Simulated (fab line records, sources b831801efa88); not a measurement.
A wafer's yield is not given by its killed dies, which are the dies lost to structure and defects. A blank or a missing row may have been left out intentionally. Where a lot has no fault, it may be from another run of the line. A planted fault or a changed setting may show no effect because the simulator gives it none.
fab line records :: flow gf180mcu
record
  lots=13
  wafers=39
  last-day=34
route steps=602 shown V3@433 V4@480
lots untouched by any fault: they come from a run of this same line in which no faults occurred
start-h: the number of hours between the record's first day and the start of the first shown wafer of the lot :: wait-h: hours since the lot's step before :: " as in the row above :: L1.1+2: several wafers, shown together as one row :: - value missing, or start not given :: * or withheld: withheld :: < > ~ a bound
route shown NAME@n: NAME is a module with steps in the file, n the number in the route of the first one :: usual: mean and standard deviation over wafers with no fault :: same: alike in all rows :: chamber/n: place in a boat :: sites: the reading at each site :: _std_site: standard deviation of those values :: _edge_site: inner sites' mean taken away from outer sites' mean :: radius-mm: for every site, how far away it sits from the centre of the wafer :: mask NAME#n: copy n :: behind: the last tool/chamber to shape the wafer :: hold: what put the lot on hold/how long, in hours/how the hold closed :: device: which transistor (n, p or np) failed to switch :: end of line: the route-end tests of the same wafers :: a step given without rows: its recipe and nothing more :: killed: not the wafer's yield, but the dies lost to structure and defects at the first sort :: map: dies across one wafer; x = killed, . = not, _ = none there
set.NAME: setting as actually run; set.NAME@STEP: the setting as run at that earlier step :: model.NAME: the simulator's own value behind a step, which no gauge read
the route's steps for a sample of lots (tables are steps, rows are wafers)
services: a tool's chamber out of use, with start hour (start-h, from the record's first day; less than 0 if before it), hours out, and reason
## steps
# step GF_V3_CMP_04
# recipe
  material=SiO2
  down-force-psi=4
  platen-rpm=60
  pad-velocity-m-s=0.94248
# usual
  motor-current-A=11.9/1
  slurry-flow-ml-min=150.0/0.48
  time-to-endpoint-s=82/5.3
lot.wafer: L779.1
tool: cmp-02
chamber: 0
start-h: 507.95
wait-h: 0.1
motor-current-A: 13.0
slurry-flow-ml-min: 150.8
time-to-endpoint-s: 83

lot.wafer: L779.4
tool: cmp-02
chamber: 2
start-h: 507.95
wait-h: 0.1
motor-current-A: 12.1
slurry-flow-ml-min: 149.7
time-to-endpoint-s: 79

lot.wafer: L779.6
tool: cmp-02
chamber: 1
start-h: 507.95
wait-h: 0.1
motor-current-A: 12.8
slurry-flow-ml-min: 149.9
time-to-endpoint-s: 78

lot.wafer: L778.2
tool: cmp-01
chamber: 3
start-h: 508.31
wait-h: 0.0
motor-current-A: 11.6
slurry-flow-ml-min: 149.3
time-to-endpoint-s: 79

lot.wafer: L778.3
tool: cmp-01
chamber: 1
start-h: 508.31
wait-h: 0.0
motor-current-A: 12.9
slurry-flow-ml-min: 150.0
time-to-endpoint-s: 80

lot.wafer: L778.1
tool: cmp-01
chamber: 2
start-h: 508.31
wait-h: 0.0
motor-current-A: 10.6
slurry-flow-ml-min: 149.9
time-to-endpoint-s: 86

lot.wafer: L780.4
tool: cmp-01
chamber: 0
start-h: 513.03
wait-h: 0.2
motor-current-A: 12.1
slurry-flow-ml-min: 149.5
time-to-endpoint-s: 82

lot.wafer: L780.5
tool: cmp-01
chamber: 1
start-h: 513.03
wait-h: 0.2
motor-current-A: 12.2
slurry-flow-ml-min: 149.6
time-to-endpoint-s: 85

lot.wafer: L780.6
tool: cmp-01
chamber: 2
start-h: 513.03
wait-h: 0.2
motor-current-A: 10.0
slurry-flow-ml-min: 149.8
time-to-endpoint-s: 88

lot.wafer: L782.3
tool: cmp-01
chamber: 0
start-h: 535.71
wait-h: 0.0
motor-current-A: 12.3
slurry-flow-ml-min: 150.3
time-to-endpoint-s: 75

lot.wafer: L782.4
tool: cmp-01
chamber: 1
start-h: 535.71
wait-h: 0.0
motor-current-A: 11.6
slurry-flow-ml-min: 148.6
time-to-endpoint-s: 82

lot.wafer: L782.5
tool: cmp-01
chamber: 1
start-h: 535.71
wait-h: 0.0
motor-current-A: 12.8
slurry-flow-ml-min: 149.2
time-to-endpoint-s: 87

lot.wafer: L784.1
tool: cmp-01
chamber: 1
start-h: 555.09
wait-h: 0.1
motor-current-A: 12.6
slurry-flow-ml-min: 150.0
time-to-endpoint-s: 79

lot.wafer: L784.3
tool: cmp-01
chamber: 0
start-h: 555.09
wait-h: 0.1
motor-current-A: 12.0
slurry-flow-ml-min: 150.1
time-to-endpoint-s: 84

lot.wafer: L784.6
tool: cmp-01
chamber: 2
start-h: 555.09
wait-h: 0.1
motor-current-A: 10.2
slurry-flow-ml-min: 150.7
time-to-endpoint-s: 90

lot.wafer: L786.1
tool: cmp-02
chamber: 0
start-h: 577.58
wait-h: 0.1
motor-current-A: 13.0
slurry-flow-ml-min: 149.9
time-to-endpoint-s: 90

lot.wafer: L786.2
tool: cmp-02
chamber: 2
start-h: 577.58
wait-h: 0.1
motor-current-A: 12.3
slurry-flow-ml-min: 149.4
time-to-endpoint-s: 88

lot.wafer: L786.5
tool: cmp-02
chamber: 3
start-h: 577.58
wait-h: 0.1
motor-current-A: 12.1
slurry-flow-ml-min: 149.8
time-to-endpoint-s: 85

lot.wafer: L789.4
tool: cmp-01
chamber: 3
start-h: 591.08
wait-h: 0.2
motor-current-A: 11.1
slurry-flow-ml-min: 150.3
time-to-endpoint-s: 91

lot.wafer: L789.5
tool: cmp-01
chamber: 0
start-h: 591.08
wait-h: 0.2
motor-current-A: 12.1
slurry-flow-ml-min: 149.6
time-to-endpoint-s: 75

lot.wafer: L789.6
tool: cmp-01
chamber: 1
start-h: 591.08
wait-h: 0.2
motor-current-A: 13.0
slurry-flow-ml-min: 149.8
time-to-endpoint-s: 84

lot.wafer: L792.1
tool: cmp-01
chamber: 0
start-h: 615.58
wait-h: 0.1
motor-current-A: 12.2
slurry-flow-ml-min: 150.0
time-to-endpoint-s: 76

lot.wafer: L792.2
tool: cmp-01
chamber: 1
start-h: 615.58
wait-h: 0.1
motor-current-A: 12.6
slurry-flow-ml-min: 150.0
time-to-endpoint-s: 76

lot.wafer: L792.5
tool: cmp-01
chamber: 3
start-h: 615.58
wait-h: 0.1
motor-current-A: 11.3
slurry-flow-ml-min: 150.3
time-to-endpoint-s: 84

lot.wafer: L795.2
tool: cmp-02
chamber: 2
start-h: 633.96
wait-h: 0.1
motor-current-A: 11.4
slurry-flow-ml-min: 150.1
time-to-endpoint-s: 88

lot.wafer: L795.4
tool: cmp-02
chamber: 0
start-h: 633.96
wait-h: 0.1
motor-current-A: 13.3
slurry-flow-ml-min: 149.5
time-to-endpoint-s: 98

lot.wafer: L795.6
tool: cmp-02
chamber: 1
start-h: 633.96
wait-h: 0.1
motor-current-A: 12.8
slurry-flow-ml-min: 150.0
time-to-endpoint-s: 87

lot.wafer: L796.2
tool: cmp-02
chamber: 0
start-h: 643.09
wait-h: 0.1
motor-current-A: 12.4
slurry-flow-ml-min: 150.0
time-to-endpoint-s: 86

lot.wafer: L796.6
tool: cmp-02
chamber: 2
start-h: 643.09
wait-h: 0.1
motor-current-A: 12.3
slurry-flow-ml-min: 149.4
time-to-endpoint-s: 93

lot.wafer: L796.5
tool: cmp-02
chamber: 3
start-h: 643.09
wait-h: 0.1
motor-current-A: 13.6
slurry-flow-ml-min: 150.0
time-to-endpoint-s: 82

lot.wafer: L797.4
tool: cmp-01
chamber: 3
start-h: 658.36
wait-h: 0.1
motor-current-A: 10.6
slurry-flow-ml-min: 149.4
time-to-endpoint-s: 86

lot.wafer: L797.1
tool: cmp-01
chamber: 1
start-h: 658.36
wait-h: 0.1
motor-current-A: 12.0
slurry-flow-ml-min: 149.7
time-to-endpoint-s: 80

lot.wafer: L797.5
tool: cmp-01
chamber: 2
start-h: 658.36
wait-h: 0.1
motor-current-A: 10.3
slurry-flow-ml-min: 150.7
time-to-endpoint-s: 91

lot.wafer: L798.1
tool: cmp-01
chamber: 3
start-h: 658.88
wait-h: 0.1
motor-current-A: 11.2
slurry-flow-ml-min: 149.6
time-to-endpoint-s: 75

lot.wafer: L798.4
tool: cmp-01
chamber: 1
start-h: 658.88
wait-h: 0.1
motor-current-A: 12.6
slurry-flow-ml-min: 149.5
time-to-endpoint-s: 74

lot.wafer: L798.6
tool: cmp-01
chamber: 2
start-h: 658.88
wait-h: 0.1
motor-current-A: 10.2
slurry-flow-ml-min: 149.5
time-to-endpoint-s: 85

lot.wafer: L799.1
tool: cmp-01
chamber: 0
start-h: 665.71
wait-h: 0.1
motor-current-A: 11.6
slurry-flow-ml-min: 149.6
time-to-endpoint-s: 76

lot.wafer: L799.3
tool: cmp-01
chamber: 2
start-h: 665.71
wait-h: 0.1
motor-current-A: 10.2
slurry-flow-ml-min: 149.7
time-to-endpoint-s: 81

lot.wafer: L799.5
tool: cmp-01
chamber: 0
start-h: 665.71
wait-h: 0.1
motor-current-A: 11.1
slurry-flow-ml-min: 148.9
time-to-endpoint-s: 86
# step GF_V3_ETCH_17
# recipe
  chemistry=C4F8/O2/Ar
  mask-material=KrF
  target=SiO2
  stop-on=TiN
  source-w=1500
  bias-w=1200
  pressure-mtorr=40
  c4f8-flow-sccm=withheld
  O2_flow_sccm=6
  Ar_flow_sccm=300
  time-s=withheld
  target-depth-a=6350
# usual
  oes-product-au=0.856/0.0043
lot.wafer: L779.1
tool: rie-diel-01
chamber: 1
start-h: -
wait-h: -
oes-product-au: 0.854

lot.wafer: L779.4
tool: rie-diel-01
chamber: 3
start-h: -
wait-h: -
oes-product-au: 0.861

lot.wafer: L779.6
tool: rie-diel-01
chamber: 1
start-h: -
wait-h: -
oes-product-au: 0.856

lot.wafer: L778.1
tool: rie-diel-03
chamber: 0
start-h: -
wait-h: -
oes-product-au: 0.863

lot.wafer: L778.2
tool: rie-diel-03
chamber: 1
start-h: -
wait-h: -
oes-product-au: 0.862

lot.wafer: L778.3
tool: rie-diel-03
chamber: 2
start-h: -
wait-h: -
oes-product-au: 0.852

lot.wafer: L780.4
tool: rie-diel-02
chamber: 3
start-h: -
wait-h: -
oes-product-au: 0.852

lot.wafer: L780.5
tool: rie-diel-02
chamber: 2
start-h: -
wait-h: -
oes-product-au: 0.862

lot.wafer: L780.6
tool: rie-diel-02
chamber: 3
start-h: -
wait-h: -
oes-product-au: 0.858

lot.wafer: L782.3
tool: rie-diel-03
chamber: 3
start-h: -
wait-h: -
oes-product-au: 0.858

lot.wafer: L782.4
tool: rie-diel-03
chamber: 1
start-h: -
wait-h: -
oes-product-au: 0.855

lot.wafer: L782.5
tool: rie-diel-03
chamber: 1
start-h: -
wait-h: -
oes-product-au: 0.854

lot.wafer: L784.1
tool: rie-diel-03
chamber: 1
start-h: -
wait-h: -
oes-product-au: 0.851

lot.wafer: L784.3
tool: rie-diel-03
chamber: 3
start-h: -
wait-h: -
oes-product-au: 0.857

lot.wafer: L784.6
tool: rie-diel-03
chamber: 1
start-h: -
wait-h: -
oes-product-au: 0.854

lot.wafer: L786.1
tool: rie-diel-01
chamber: 1
start-h: -
wait-h: -
oes-product-au: 0.853

lot.wafer: L786.2
tool: rie-diel-01
chamber: 3
start-h: -
wait-h: -
oes-product-au: 0.859

lot.wafer: L786.5
tool: rie-diel-01
chamber: 3
start-h: -
wait-h: -
oes-product-au: 0.855

lot.wafer: L789.4
tool: rie-diel-01
chamber: 3
start-h: -
wait-h: -
oes-product-au: 0.858

lot.wafer: L789.5
tool: rie-diel-01
chamber: 1
start-h: -
wait-h: -
oes-product-au: 0.849

lot.wafer: L789.6
tool: rie-diel-01
chamber: 2
start-h: -
wait-h: -
oes-product-au: 0.863

lot.wafer: L792.1
tool: rie-diel-03
chamber: 2
start-h: -
wait-h: -
oes-product-au: 0.843

lot.wafer: L792.2
tool: rie-diel-03
chamber: 0
start-h: -
wait-h: -
oes-product-au: 0.858

lot.wafer: L792.5
tool: rie-diel-03
chamber: 0
start-h: -
wait-h: -
oes-product-au: 0.852

lot.wafer: L795.2
tool: rie-diel-01
chamber: 3
start-h: -
wait-h: -
oes-product-au: 0.858

lot.wafer: L795.4
tool: rie-diel-01
chamber: 0
start-h: -
wait-h: -
oes-product-au: 0.858

lot.wafer: L795.6
tool: rie-diel-01
chamber: 1
start-h: -
wait-h: -
oes-product-au: 0.852

lot.wafer: L796.2
tool: rie-diel-01
chamber: 3
start-h: -
wait-h: -
oes-product-au: 0.851

lot.wafer: L796.5
tool: rie-diel-01
chamber: 0
start-h: -
wait-h: -
oes-product-au: 0.859

lot.wafer: L796.6
tool: rie-diel-01
chamber: 1
start-h: -
wait-h: -
oes-product-au: 0.857

lot.wafer: L797.1
tool: rie-diel-01
chamber: 2
start-h: -
wait-h: -
oes-product-au: 0.852

lot.wafer: L797.4
tool: rie-diel-01
chamber: 0
start-h: -
wait-h: -
oes-product-au: 0.857

lot.wafer: L797.5
tool: rie-diel-01
chamber: 3
start-h: -
wait-h: -
oes-product-au: 0.858

lot.wafer: L798.1
tool: rie-diel-03
chamber: 3
start-h: -
wait-h: -
oes-product-au: 0.857

lot.wafer: L798.4
tool: rie-diel-03
chamber: 0
start-h: -
wait-h: -
oes-product-au: 0.860

lot.wafer: L798.6
tool: rie-diel-03
chamber: 2
start-h: -
wait-h: -
oes-product-au: 0.860

lot.wafer: L799.1
tool: rie-diel-01
chamber: 3
start-h: -
wait-h: -
oes-product-au: 0.854

lot.wafer: L799.3
tool: rie-diel-01
chamber: 0
start-h: -
wait-h: -
oes-product-au: 0.848

lot.wafer: L799.5
tool: rie-diel-01
chamber: 3
start-h: -
wait-h: -
oes-product-au: 0.856
# step GF_V4_CMP_04
# recipe
  material=SiO2
  down-force-psi=4
  platen-rpm=60
  pad-velocity-m-s=0.94248
# usual
  motor-current-A=12.0/1
  slurry-flow-ml-min=150.1/0.42
  time-to-endpoint-s=82/5.7
lot.wafer: L779.4
tool: cmp-01
chamber: 3
start-h: 556.74
wait-h: 0.1
motor-current-A: 11.6
slurry-flow-ml-min: 150.1
time-to-endpoint-s: 84

lot.wafer: L779.1
tool: cmp-01
chamber: 0
start-h: 556.74
wait-h: 0.1
motor-current-A: 12.0
slurry-flow-ml-min: 150.6
time-to-endpoint-s: 78

lot.wafer: L779.6
tool: cmp-01
chamber: 2
start-h: 556.74
wait-h: 0.1
motor-current-A: 10.0
slurry-flow-ml-min: 149.7
time-to-endpoint-s: 88

lot.wafer: L778.3
tool: cmp-01
chamber: 1
start-h: 557.04
wait-h: 0.2
motor-current-A: 12.4
slurry-flow-ml-min: 150.2
time-to-endpoint-s: 80

lot.wafer: L778.2
tool: cmp-01
chamber: 2
start-h: 557.04
wait-h: 0.2
motor-current-A: 9.9
slurry-flow-ml-min: 150.2
time-to-endpoint-s: 80

lot.wafer: L778.1
tool: cmp-01
chamber: 3
start-h: 557.04
wait-h: 0.2
motor-current-A: 11.2
slurry-flow-ml-min: 149.7
time-to-endpoint-s: 72

lot.wafer: L780.4
tool: cmp-02
chamber: 1
start-h: 561.38
wait-h: 0.4
motor-current-A: 13.2
slurry-flow-ml-min: 149.4
time-to-endpoint-s: 79

lot.wafer: L780.5
tool: cmp-02
chamber: 2
start-h: 561.38
wait-h: 0.4
motor-current-A: 11.6
slurry-flow-ml-min: 150.1
time-to-endpoint-s: 77

lot.wafer: L780.6
tool: cmp-02
chamber: 3
start-h: 561.38
wait-h: 0.4
motor-current-A: 14.0
slurry-flow-ml-min: 149.8
time-to-endpoint-s: 78

lot.wafer: L782.3
tool: cmp-01
chamber: 1
start-h: 582.74
wait-h: 0.0
motor-current-A: 12.1
slurry-flow-ml-min: 150.0
time-to-endpoint-s: 83

lot.wafer: L782.4
tool: cmp-01
chamber: 0
start-h: 582.74
wait-h: 0.0
motor-current-A: 11.7
slurry-flow-ml-min: 150.5
time-to-endpoint-s: 87

lot.wafer: L782.5
tool: cmp-01
chamber: 2
start-h: 582.74
wait-h: 0.0
motor-current-A: 10.0
slurry-flow-ml-min: 150.1
time-to-endpoint-s: 93

lot.wafer: L784.1
tool: cmp-01
chamber: 3
start-h: 601.95
wait-h: 0.2
motor-current-A: 11.1
slurry-flow-ml-min: 149.6
time-to-endpoint-s: 77

lot.wafer: L784.3
tool: cmp-01
chamber: 1
start-h: 601.95
wait-h: 0.2
motor-current-A: 12.5
slurry-flow-ml-min: 148.8
time-to-endpoint-s: 78

lot.wafer: L784.6
tool: cmp-01
chamber: 2
start-h: 601.95
wait-h: 0.2
motor-current-A: 10.4
slurry-flow-ml-min: 150.6
time-to-endpoint-s: 81

lot.wafer: L786.2
tool: cmp-01
chamber: 3
start-h: 621.72
wait-h: 0.0
motor-current-A: 11.5
slurry-flow-ml-min: 150.4
time-to-endpoint-s: 70

lot.wafer: L786.1
tool: cmp-01
chamber: 1
start-h: 621.72
wait-h: 0.0
motor-current-A: 12.7
slurry-flow-ml-min: 150.1
time-to-endpoint-s: 72

lot.wafer: L786.5
tool: cmp-01
chamber: 3
start-h: 621.72
wait-h: 0.0
motor-current-A: 11.7
slurry-flow-ml-min: 150.4
time-to-endpoint-s: 81

lot.wafer: L789.4
tool: cmp-01
chamber: 3
start-h: 634.94
wait-h: 0.2
motor-current-A: 10.9
slurry-flow-ml-min: 150.4
time-to-endpoint-s: 81

lot.wafer: L789.5
tool: cmp-01
chamber: 0
start-h: 634.94
wait-h: 0.2
motor-current-A: 11.2
slurry-flow-ml-min: 149.8
time-to-endpoint-s: 79

lot.wafer: L789.6
tool: cmp-01
chamber: 1
start-h: 634.94
wait-h: 0.2
motor-current-A: 11.7
slurry-flow-ml-min: 150.6
time-to-endpoint-s: 76

lot.wafer: L792.1
tool: cmp-02
chamber: 2
start-h: 659.04
wait-h: 0.1
motor-current-A: 12.0
slurry-flow-ml-min: 149.0
time-to-endpoint-s: 84

lot.wafer: L792.2
tool: cmp-02
chamber: 0
start-h: 659.04
wait-h: 0.1
motor-current-A: 12.7
slurry-flow-ml-min: 150.0
time-to-endpoint-s: 76

lot.wafer: L792.5
tool: cmp-02
chamber: 2
start-h: 659.04
wait-h: 0.1
motor-current-A: 12.0
slurry-flow-ml-min: 150.0
time-to-endpoint-s: 87

lot.wafer: L795.4
tool: cmp-02
chamber: 1
start-h: 676.70
wait-h: 0.0
motor-current-A: 12.8
slurry-flow-ml-min: 149.9
time-to-endpoint-s: 85

lot.wafer: L795.2
tool: cmp-02
chamber: 2
start-h: 676.70
wait-h: 0.0
motor-current-A: 12.1
slurry-flow-ml-min: 150.1
time-to-endpoint-s: 89

lot.wafer: L795.6
tool: cmp-02
chamber: 1
start-h: 676.70
wait-h: 0.0
motor-current-A: 13.8
slurry-flow-ml-min: 149.9
time-to-endpoint-s: 79

lot.wafer: L796.2
tool: cmp-01
chamber: 1
start-h: 684.64
wait-h: 0.1
motor-current-A: 12.6
slurry-flow-ml-min: 150.1
time-to-endpoint-s: 71

lot.wafer: L796.5
tool: cmp-01
chamber: 0
start-h: 684.64
wait-h: 0.1
motor-current-A: 11.8
slurry-flow-ml-min: 149.7
time-to-endpoint-s: 75

lot.wafer: L796.6
tool: cmp-01
chamber: 1
start-h: 684.64
wait-h: 0.1
motor-current-A: 12.1
slurry-flow-ml-min: 150.6
time-to-endpoint-s: 81

lot.wafer: L797.4
tool: cmp-02
chamber: 2
start-h: 699.48
wait-h: 0.0
motor-current-A: 11.5
slurry-flow-ml-min: 149.3
time-to-endpoint-s: 91

lot.wafer: L797.1
tool: cmp-02
chamber: 1
start-h: 699.48
wait-h: 0.0
motor-current-A: 12.9
slurry-flow-ml-min: 150.1
time-to-endpoint-s: 82

lot.wafer: L797.5
tool: cmp-02
chamber: 2
start-h: 699.48
wait-h: 0.0
motor-current-A: 11.8
slurry-flow-ml-min: 149.8
time-to-endpoint-s: 90

lot.wafer: L798.1
tool: cmp-01
chamber: 3
start-h: 699.83
wait-h: 0.1
motor-current-A: 10.8
slurry-flow-ml-min: 150.0
time-to-endpoint-s: 78

lot.wafer: L798.4
tool: cmp-01
chamber: 1
start-h: 699.83
wait-h: 0.1
motor-current-A: 12.2
slurry-flow-ml-min: 150.1
time-to-endpoint-s: 83

lot.wafer: L798.6
tool: cmp-01
chamber: 3
start-h: 699.83
wait-h: 0.1
motor-current-A: 11.0
slurry-flow-ml-min: 149.5
time-to-endpoint-s: 88

lot.wafer: L799.1
tool: cmp-02
chamber: 1
start-h: 706.80
wait-h: 0.1
motor-current-A: 13.1
slurry-flow-ml-min: 149.8
time-to-endpoint-s: 76

lot.wafer: L799.3
tool: cmp-02
chamber: 2
start-h: 706.80
wait-h: 0.1
motor-current-A: 11.5
slurry-flow-ml-min: 150.7
time-to-endpoint-s: 86

lot.wafer: L799.5
tool: cmp-02
chamber: 2
start-h: 706.80
wait-h: 0.1
motor-current-A: 11.9
slurry-flow-ml-min: 150.3
time-to-endpoint-s: 86
# step GF_V4_SOFTBAKE_10
# recipe
  temp-c=130
  time-s=60
  resist=KrF
# usual
  heater-power-total-W=93.05/0.06
  plate-temp-C=129.97/0.13
  run-length-s=88.93/0.16
lot.wafer: L779.1
tool: litho-track-03
chamber: 0
start-h: 567
wait-h: -
heater-power-total-W: 93.11
plate-temp-C: 130.07
run-length-s: 88.95

lot.wafer: L779.4
tool: litho-track-03
chamber: 0
start-h: 567
wait-h: -
heater-power-total-W: 93.15
plate-temp-C: 130.05
run-length-s: 89.05

lot.wafer: L779.6
tool: litho-track-03
chamber: 0
start-h: 567
wait-h: -
heater-power-total-W: 92.97
plate-temp-C: 129.95
run-length-s: 88.94

lot.wafer: L778.1
tool: litho-track-04
chamber: 0
start-h: 568
wait-h: -
heater-power-total-W: 92.84
plate-temp-C: 130.13
run-length-s: 89.21

lot.wafer: L778.2
tool: litho-track-04
chamber: 0
start-h: 568
wait-h: -
heater-power-total-W: 93.10
plate-temp-C: 130.00
run-length-s: 89.16

lot.wafer: L778.3
tool: litho-track-04
chamber: 0
start-h: 568
wait-h: -
heater-power-total-W: 93.11
plate-temp-C: 130.08
run-length-s: 89.10

lot.wafer: L780.4
tool: litho-track-03
chamber: 0
start-h: 572
wait-h: -
heater-power-total-W: 92.98
plate-temp-C: 129.81
run-length-s: 88.95

lot.wafer: L780.5
tool: litho-track-03
chamber: 0
start-h: 572
wait-h: -
heater-power-total-W: 92.99
plate-temp-C: 130.08
run-length-s: 88.86

lot.wafer: L780.6
tool: litho-track-03
chamber: 0
start-h: 572
wait-h: -
heater-power-total-W: 93.13
plate-temp-C: 130.03
run-length-s: 88.84

lot.wafer: L782.3
tool: litho-track-02
chamber: 0
start-h: 593
wait-h: -
heater-power-total-W: 93.08
plate-temp-C: 129.89
run-length-s: 88.85

lot.wafer: L782.4
tool: litho-track-02
chamber: 0
start-h: 593
wait-h: -
heater-power-total-W: 93.07
plate-temp-C: 130.00
run-length-s: 88.70

lot.wafer: L782.5
tool: litho-track-02
chamber: 0
start-h: 593
wait-h: -
heater-power-total-W: 93.06
plate-temp-C: 129.85
run-length-s: 88.84

lot.wafer: L784.1
tool: litho-track-02
chamber: 0
start-h: 611
wait-h: -
heater-power-total-W: 93.08
plate-temp-C: 130.21
run-length-s: 88.81

lot.wafer: L784.3
tool: litho-track-02
chamber: 0
start-h: 611
wait-h: -
heater-power-total-W: 92.99
plate-temp-C: 129.82
run-length-s: 88.90

lot.wafer: L784.6
tool: litho-track-02
chamber: 0
start-h: 611
wait-h: -
heater-power-total-W: 93.10
plate-temp-C: 129.99
run-length-s: 88.84

lot.wafer: L786.1
tool: litho-track-02
chamber: 0
start-h: 632
wait-h: -
heater-power-total-W: 93.02
plate-temp-C: 129.74
run-length-s: 93.15

lot.wafer: L786.2
tool: litho-track-02
chamber: 0
start-h: 632
wait-h: -
heater-power-total-W: 93.03
plate-temp-C: 129.82
run-length-s: 93.14

lot.wafer: L786.5
tool: litho-track-02
chamber: 0
start-h: 632
wait-h: -
heater-power-total-W: 93.02
plate-temp-C: 129.61
run-length-s: 93.13

lot.wafer: L789.4
tool: litho-track-02
chamber: 0
start-h: 645
wait-h: -
heater-power-total-W: 92.94
plate-temp-C: 129.95
run-length-s: 93.03

lot.wafer: L789.5
tool: litho-track-02
chamber: 0
start-h: 645
wait-h: -
heater-power-total-W: 93.00
plate-temp-C: 129.99
run-length-s: 93.08

lot.wafer: L789.6
tool: litho-track-02
chamber: 0
start-h: 645
wait-h: -
heater-power-total-W: 93.02
plate-temp-C: 130.06
run-length-s: 93.11

lot.wafer: L792.1
tool: litho-track-03
chamber: 0
start-h: 669
wait-h: -
heater-power-total-W: 93.04
plate-temp-C: 130.32
run-length-s: 88.84

lot.wafer: L792.2
tool: litho-track-03
chamber: 0
start-h: 669
wait-h: -
heater-power-total-W: 93.03
plate-temp-C: 130.25
run-length-s: 88.84

lot.wafer: L792.5
tool: litho-track-03
chamber: 0
start-h: 669
wait-h: -
heater-power-total-W: 93.04
plate-temp-C: 130.02
run-length-s: 88.86

lot.wafer: L795.2
tool: litho-track-03
chamber: 0
start-h: 686
wait-h: -
heater-power-total-W: 93.02
plate-temp-C: 129.88
run-length-s: 88.99

lot.wafer: L795.4
tool: litho-track-03
chamber: 0
start-h: 686
wait-h: -
heater-power-total-W: 93.07
plate-temp-C: 129.94
run-length-s: 88.82

lot.wafer: L795.6
tool: litho-track-03
chamber: 0
start-h: 686
wait-h: -
heater-power-total-W: 93.01
plate-temp-C: 129.92
run-length-s: 89.11

lot.wafer: L796.2
tool: litho-track-03
chamber: 0
start-h: 694
wait-h: -
heater-power-total-W: 93.09
plate-temp-C: 129.94
run-length-s: 88.84

lot.wafer: L796.5
tool: litho-track-03
chamber: 0
start-h: 694
wait-h: -
heater-power-total-W: 93.11
plate-temp-C: 129.97
run-length-s: 89.02

lot.wafer: L796.6
tool: litho-track-03
chamber: 0
start-h: 694
wait-h: -
heater-power-total-W: 93.05
plate-temp-C: 129.84
run-length-s: 89.19

lot.wafer: L797.1
tool: litho-track-03
chamber: 0
start-h: 709
wait-h: -
heater-power-total-W: 93.00
plate-temp-C: 130.08
run-length-s: 88.91

lot.wafer: L797.4
tool: litho-track-03
chamber: 0
start-h: 709
wait-h: -
heater-power-total-W: 93.12
plate-temp-C: 130.12
run-length-s: 88.89

lot.wafer: L797.5
tool: litho-track-03
chamber: 0
start-h: 709
wait-h: -
heater-power-total-W: 93.13
plate-temp-C: 130.04
run-length-s: 88.96

lot.wafer: L798.1
tool: litho-track-02
chamber: 0
start-h: 710
wait-h: -
heater-power-total-W: 93.03
plate-temp-C: 130.33
run-length-s: 88.75

lot.wafer: L798.4
tool: litho-track-02
chamber: 0
start-h: 710
wait-h: -
heater-power-total-W: 93.08
plate-temp-C: 129.81
run-length-s: 88.76

lot.wafer: L798.6
tool: litho-track-02
chamber: 0
start-h: 710
wait-h: -
heater-power-total-W: 93.07
plate-temp-C: 129.95
run-length-s: 88.90

lot.wafer: L799.1
tool: litho-track-03
chamber: 0
start-h: 716
wait-h: -
heater-power-total-W: 93.09
plate-temp-C: 129.98
run-length-s: 88.98

lot.wafer: L799.3
tool: litho-track-03
chamber: 0
start-h: 716
wait-h: -
heater-power-total-W: 92.94
plate-temp-C: 129.98
run-length-s: 88.86

lot.wafer: L799.5
tool: litho-track-03
chamber: 0
start-h: 716
wait-h: -
heater-power-total-W: 93.02
plate-temp-C: 129.76
run-length-s: 89.26
## services
tool: rie-diel-03
chamber: 3
start-h: 507.00
hours: 6.6
kind: repair

tool: rie-diel-03
chamber: 3
start-h: 513.59
hours: -
kind: clean

tool: rie-diel-03
chamber: 3
start-h: 513.59
hours: 16.4
kind: scheduled-down

tool: rie-diel-03
chamber: 3
start-h: 513.59
hours: 16.4
kind: vent-cycle

tool: cmp-01
chamber: -
start-h: 520.06
hours: 1.1
kind: repair

tool: rie-diel-02
chamber: 2
start-h: 527.16
hours: 8.1
kind: repair

tool: rie-diel-01
chamber: 2
start-h: 543.90
hours: 1.3
kind: repair

tool: rie-diel-03
chamber: 3
start-h: 547.20
hours: 6.3
kind: repair

tool: rie-diel-01
chamber: 3
start-h: 556.15
hours: 5.2
kind: repair

tool: rie-diel-03
chamber: -
start-h: 562.89
hours: 2.8
kind: pm

tool: cmp-01
chamber: -
start-h: 572.11
hours: 4.0
kind: pm

tool: cmp-01
chamber: -
start-h: 576.11
hours: -
kind: consumable-replace:conditioner

tool: cmp-01
chamber: -
start-h: 576.11
hours: -
kind: consumable-replace:pad

tool: rie-diel-01
chamber: 0
start-h: 586.39
hours: 27.2
kind: repair

tool: rie-diel-02
chamber: -
start-h: 597.28
hours: 2.8
kind: pm

tool: rie-diel-03
chamber: -
start-h: 606.55
hours: 0.5
kind: repair

tool: rie-diel-01
chamber: 1
start-h: 612.87
hours: 10.1
kind: repair

tool: litho-track-03
chamber: -
start-h: 614.00
hours: -
kind: consumable-replace:filter

tool: rie-diel-03
chamber: 1
start-h: 630.48
hours: 125.3
kind: repair

tool: cmp-02
chamber: -
start-h: 654.64
hours: 4.3
kind: pm

tool: rie-diel-01
chamber: 2
start-h: 660.04
hours: 1.3
kind: repair

tool: rie-diel-03
chamber: -
start-h: 667.11
hours: 0.5
kind: repair

tool: cmp-01
chamber: -
start-h: 687.30
hours: 4.8
kind: pm
## key
first-sign
  step=GF_V4_SOFTBAKE_10
  reading=run-length-s
  direction=up
  sigmas=26
  usual=*
  struck=*
effect none on later readings
met-at GF_V4_SOFTBAKE_10
struck-lots L786,L789
not-acting-at GF_V3_CMP_04,GF_V3_ETCH_17,GF_V4_CMP_04
onset-between 611 632
fault
  kind=process-parameter-drift
  tool=litho-track-02
  chamber=-
  onset-h=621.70
  steps=GF_V4_SOFTBAKE_10
  channel=time-s
  offset=*
  shape=step
  end-h=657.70
  acts-in=*
  stated=*
